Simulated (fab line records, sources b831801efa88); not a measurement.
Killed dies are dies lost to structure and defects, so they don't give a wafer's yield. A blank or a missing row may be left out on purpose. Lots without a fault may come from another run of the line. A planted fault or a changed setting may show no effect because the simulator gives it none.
Which tool did it? | flow sky130 | 14 lots, 42 wafers sampled, at 5 steps of a route of 708

WHAT THE GAUGES READ, wafer by wafer
The record holds no reading of a measuring or inspecting step that can be judged against a usual standard deviation.

WHICH TOOL RAN EACH LOT (tool, then ch and the chambers of the sampled wafers, then the start)
lot  | SKY_METAL3_METAL_ETCH_18          | SKY_VIA3_STRIP_16                    | SKY_METAL4_SPUTTER_01        | SKY_CAP2M_METAL_ETCH_13           | SKY_CAP2M_STRIP_14
L551 | rie_metal-03 ch 1, day 38 10:34   | plasma_asher-03 ch 0,1, day 39 13:47 | pvd_sputter-01, day 39 15:05 | rie_metal-01 ch 0,1, day 40 15:47 | plasma_asher-04 ch 0,1, day 40 15:52
L552 | rie_metal-03 ch 0,1, day 38 12:59 | plasma_asher-03 ch 0,1, day 39 16:45 | pvd_sputter-04, day 39 18:01 | rie_metal-04 ch 0, day 40 18:35   | plasma_asher-04 ch 0,1, day 40 18:45
L556 | rie_metal-02 ch 0, day 40 02:46   | plasma_asher-01 ch 0,1, day 41 03:37 | pvd_sputter-02, day 41 04:58 | rie_metal-01 ch 0,1, day 42 03:42 | plasma_asher-02 ch 0,1, day 42 03:47
L559 | rie_metal-03 ch 0,1, day 42 10:04 | plasma_asher-04 ch 0,1, day 43 11:39 | pvd_sputter-02, day 43 12:55 | rie_metal-01 ch 0,1, day 44 10:51 | plasma_asher-03 ch 0,1, day 44 10:56
L557 | rie_metal-03 ch 0,1, day 42 11:13 | plasma_asher-03 ch 0,1, day 43 12:00 | pvd_sputter-01, day 43 13:16 | rie_metal-03 ch 0,1, day 44 11:06 | plasma_asher-03 ch 0,1, day 44 11:11
L558 | rie_metal-04 ch 0,1, day 42 14:14 | plasma_asher-01 ch 0,1, day 43 15:40 | pvd_sputter-04, day 43 16:57 | rie_metal-03 ch 0,1, day 44 14:24 | plasma_asher-02 ch 0,1, day 44 14:29
L562 | rie_metal-03 ch 0,1, day 42 15:22 | plasma_asher-01 ch 0,1, day 43 16:38 | pvd_sputter-01, day 43 17:53 | rie_metal-01 ch 0,1, day 44 15:16 | plasma_asher-04 ch 0,1, day 44 15:22
L560 | rie_metal-03 ch 0,1, day 42 15:58 | plasma_asher-03 ch 0,1, day 43 17:34 | pvd_sputter-04, day 43 18:50 | rie_metal-03 ch 0,1, day 44 16:57 | plasma_asher-04 ch 0,1, day 44 17:02
L564 | rie_metal-02 ch 0,1, day 42 16:40 | plasma_asher-01 ch 0,1, day 43 18:34 | pvd_sputter-01, day 43 19:50 | rie_metal-04 ch 0,1, day 44 17:33 | plasma_asher-03 ch 0,1, day 44 17:38
L563 | rie_metal-02 ch 0,1, day 42 16:59 | plasma_asher-03 ch 0,1, day 43 19:13 | pvd_sputter-04, day 43 20:30 | rie_metal-03 ch 0,1, day 44 18:05 | plasma_asher-04 ch 0,1, day 44 18:10
L566 | rie_metal-02 ch 0,1, day 42 17:56 | plasma_asher-03 ch 0,1, day 43 19:34 | pvd_sputter-04, day 43 20:51 | rie_metal-01 ch 0,1, day 44 18:30 | plasma_asher-02 ch 0,1, day 44 18:35
L572 | rie_metal-04 ch 0,1, day 44 04:01 | plasma_asher-01 ch 0,1, day 45 04:03 | pvd_sputter-02, day 45 05:21 | rie_metal-04 ch 0,1, day 46 02:06 | plasma_asher-04 ch 0,1, day 46 02:11
L573 | rie_metal-03 ch 0,1, day 45 13:02 | plasma_asher-04 ch 0,1, day 46 11:10 | pvd_sputter-02, day 46 12:29 | rie_metal-04 ch 0,1, day 47 07:51 | plasma_asher-02 ch 0,1, day 47 07:56
L574 | rie_metal-02 ch 1, day 45 13:16   | plasma_asher-01 ch 0,1, day 46 12:07 | pvd_sputter-02, day 46 13:28 | rie_metal-03 ch 0,1, day 47 08:50 | plasma_asher-03 ch 0,1, day 47 08:55
- SKY_METAL3_METAL_ETCH_18: etches the open film in Cl2/BCl3, stops on SiO2, target depth 845 nm, time 183.1 s.
- SKY_VIA3_STRIP_16: strips in O2/N2.
- SKY_METAL4_SPUTTER_01: material TiN, target thk 20 nm, time 16.7 s.
- SKY_CAP2M_METAL_ETCH_13: etches TiN in Cl2/BCl3, stops on SiO2, target depth 220 nm, time 62.9 s.
- SKY_CAP2M_STRIP_14: strips in O2/N2.

WHAT THE TOOLS THEMSELVES READ (means of the sampled wafers that have a number; where no wafer has one, the mark that the record gives instead)
SKY_METAL3_METAL_ETCH_18. Usual: drypump_motor_current_A 5.9 A, standard deviation 0.42; oes_product_au 0.866 a.u., standard deviation 0.0069; throttle_valve_pct 22.265 %, standard deviation 0.0083.
lot  | tool         | drypump_motor_current_A (A) | oes_product_au (a.u.) | throttle_valve_pct (%) | flag
L551 | rie_metal-03 | 6.0                         | 0.871                 | 22.256                 |
L552 | rie_metal-03 | 6.0                         | 0.870                 | 22.265                 |
L556 | rie_metal-02 | 5.5                         | 0.858                 | 22.261                 |
L559 | rie_metal-03 | 6.1                         | 0.866                 | 22.266                 |
L557 | rie_metal-03 | 6.0                         | 0.858                 | 22.255                 |
L558 | rie_metal-04 | 5.2                         | 0.863                 | 22.272                 |
L562 | rie_metal-03 | 6.0                         | 0.873                 | 22.266                 |
L560 | rie_metal-03 | 6.0                         | 0.866                 | 22.263                 |
L564 | rie_metal-02 | 6.2                         | 0.862                 | 22.262                 |
L563 | rie_metal-02 | 6.2                         | 0.871                 | 22.261                 |
L566 | rie_metal-02 | 6.2                         | 0.864                 | 22.262                 |
L572 | rie_metal-04 | 5.2                         | 0.867                 | 22.269                 |
L573 | rie_metal-03 | 6.0                         | 0.872                 | 22.266                 |
L574 | rie_metal-02 | 6.5                         | 0.867                 | 22.265                 |

SKY_VIA3_STRIP_16. Usual: drypump_motor_current_A 5.4 A, standard deviation 0.32; oes_product_au 0.403 a.u., standard deviation 0.0051; strip_time_to_endpoint_s 4.15 s, standard deviation 0.037.
lot  | tool            | drypump_motor_current_A (A) | oes_product_au (a.u.) | strip_time_to_endpoint_s (s) | flag
L551 | plasma_asher-03 | 5.3                         | 0.405                 | 4.15                         |
L552 | plasma_asher-03 | 5.4                         | 0.400                 | 4.18                         |
L556 | plasma_asher-01 | 5.3                         | 0.403                 | 4.18                         |
L559 | plasma_asher-04 | 6.0                         | 0.404                 | 4.18                         |
L557 | plasma_asher-03 | 5.4                         | 0.400                 | 4.14                         |
L558 | plasma_asher-01 | 5.2                         | 0.401                 | 4.16                         |
L562 | plasma_asher-01 | 5.3                         | 0.398                 | 4.14                         |
L560 | plasma_asher-03 | 5.4                         | 0.405                 | 4.12                         |
L564 | plasma_asher-01 | 5.3                         | 0.403                 | 4.14                         |
L563 | plasma_asher-03 | 5.5                         | 0.405                 | 4.12                         |
L566 | plasma_asher-03 | 5.4                         | 0.407                 | 4.15                         |
L572 | plasma_asher-01 | 5.2                         | 0.407                 | 4.14                         |
L573 | plasma_asher-04 | 6.0                         | 0.406                 | 4.14                         |
L574 | plasma_asher-01 | 5.4                         | 0.402                 | 4.14                         |

SKY_METAL4_SPUTTER_01. Usual: throttle_valve_pct 29.9 %, standard deviation 0.86.
lot  | tool           | throttle_valve_pct (%) | flag
L551 | pvd_sputter-01 | 30.4                   |
L552 | pvd_sputter-04 | 30.3                   |
L556 | pvd_sputter-02 | 28.9                   |
L559 | pvd_sputter-02 | 29.3                   |
L557 | pvd_sputter-01 | 29.8                   |
L558 | pvd_sputter-04 | 30.6                   |
L562 | pvd_sputter-01 | 29.6                   |
L560 | pvd_sputter-04 | 30.3                   |
L564 | pvd_sputter-01 | 29.7                   |
L563 | pvd_sputter-04 | 30.1                   |
L566 | pvd_sputter-04 | 30.6                   |
L572 | pvd_sputter-02 | 28.7                   |
L573 | pvd_sputter-02 | 28.8                   |
L574 | pvd_sputter-02 | 28.7                   |

SKY_CAP2M_METAL_ETCH_13. Usual: drypump_motor_current_A 5.8 A, standard deviation 0.62; oes_product_au 0.945 a.u., standard deviation 0.0076; throttle_valve_pct 21.899 %, standard deviation 0.011.
lot  | tool         | drypump_motor_current_A (A) | oes_product_au (a.u.) | throttle_valve_pct (%) | flag
L551 | rie_metal-01 | 6.1                         | 0.949                 | 21.892                 |
L552 | rie_metal-04 | 5.9                         | 0.948                 | 21.890                 |
L556 | rie_metal-01 | 5.5                         | 0.942                 | 21.904                 |
L559 | rie_metal-01 | 6.1                         | 0.947                 | 21.886                 |
L557 | rie_metal-03 | 6.0                         | 0.946                 | 21.904                 |
L558 | rie_metal-03 | 6.0                         | 0.948                 | 21.907                 |
L562 | rie_metal-01 | 6.1                         | 0.945                 | 21.902                 |
L560 | rie_metal-03 | 6.0                         | 0.945                 | 21.900                 |
L564 | rie_metal-04 | 5.6                         | 0.943                 | 21.900                 |
L563 | rie_metal-03 | 6.0                         | 0.952                 | 21.893                 |
L566 | rie_metal-01 | 6.1                         | 0.941                 | 21.912                 |
L572 | rie_metal-04 | 5.2                         | 0.884                 | 21.931                 | OFF
L573 | rie_metal-04 | 5.6                         | 0.884                 | 21.943                 | OFF
L574 | rie_metal-03 | 6.0                         | 0.946                 | 21.900                 |

SKY_CAP2M_STRIP_14. Usual: drypump_motor_current_A 5.6 A, standard deviation 0.43; oes_product_au 0.710 a.u., standard deviation 0.0049; strip_time_to_endpoint_s 12.65 s, standard deviation 0.043.
lot  | tool            | drypump_motor_current_A (A) | oes_product_au (a.u.) | strip_time_to_endpoint_s (s) | flag
L551 | plasma_asher-04 | 6.0                         | 0.710                 | 12.64                        |
L552 | plasma_asher-04 | 6.0                         | 0.710                 | 12.71                        |
L556 | plasma_asher-02 | 5.3                         | 0.709                 | 12.67                        |
L559 | plasma_asher-03 | 5.4                         | 0.712                 | 12.60                        |
L557 | plasma_asher-03 | 5.5                         | 0.710                 | 12.67                        |
L558 | plasma_asher-02 | 5.1                         | 0.704                 | 12.63                        |
L562 | plasma_asher-04 | 6.1                         | 0.708                 | 12.65                        |
L560 | plasma_asher-04 | 6.1                         | 0.714                 | 12.62                        |
L564 | plasma_asher-03 | 5.4                         | 0.710                 | 12.73                        |
L563 | plasma_asher-04 | 6.0                         | 0.709                 | 12.60                        |
L566 | plasma_asher-02 | 5.1                         | 0.710                 | 12.70                        |
L572 | plasma_asher-04 | 6.0                         | 0.708                 | 12.88                        | OFF
L573 | plasma_asher-02 | 5.3                         | 0.708                 | 12.91                        | OFF
L574 | plasma_asher-03 | 5.4                         | 0.710                 | 12.62                        |

THE ANSWER, worked out from the rows above alone
Rule: a lot is off if the mean of its wafers that have a number lies more than 3 standard deviations from the usual mean. A lot without any number at a reading at which 4 lots or more have one is off too. The other lots that the step has rows for count as sound. The gauges are gone through in route order, then the tools' own readings, and for those a lot's mean is taken as printed above. The first step at which some lot is off is used, and at that step the reading that is off furthest; a lot without a number counts as furthest.
Off: L572, L573, at SKY_CAP2M_METAL_ETCH_13 (oes_product_au).
A tool fits if, at that step or a process step before it, it ran every lot that is off, and no sound lot after the first of them. One fits: rie_metal-04 at SKY_CAP2M_METAL_ETCH_13. Its last sound lot is L564 (day 44 17:33), its first lot that is off L572 (day 46 02:06): a fault that began between those two fits.
The tool's own readings at SKY_CAP2M_METAL_ETCH_13 bear it out: on the lots that are off they differ by more than 5 times the standard deviation of the sound lots' means. oes_product_au reads 0.884 a.u. there against 0.946 a.u. on the sound lots; throttle_valve_pct reads 21.937 % there against 21.899 % on the sound lots.

WHAT THE SIMULATOR HAD PUT IN
Process parameter drift: rie_metal-04, from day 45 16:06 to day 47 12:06, at SKY_CAP2M_METAL_ETCH_13. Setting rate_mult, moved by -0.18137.
Lots struck among those shown: L572, L573. The rule above found the same.
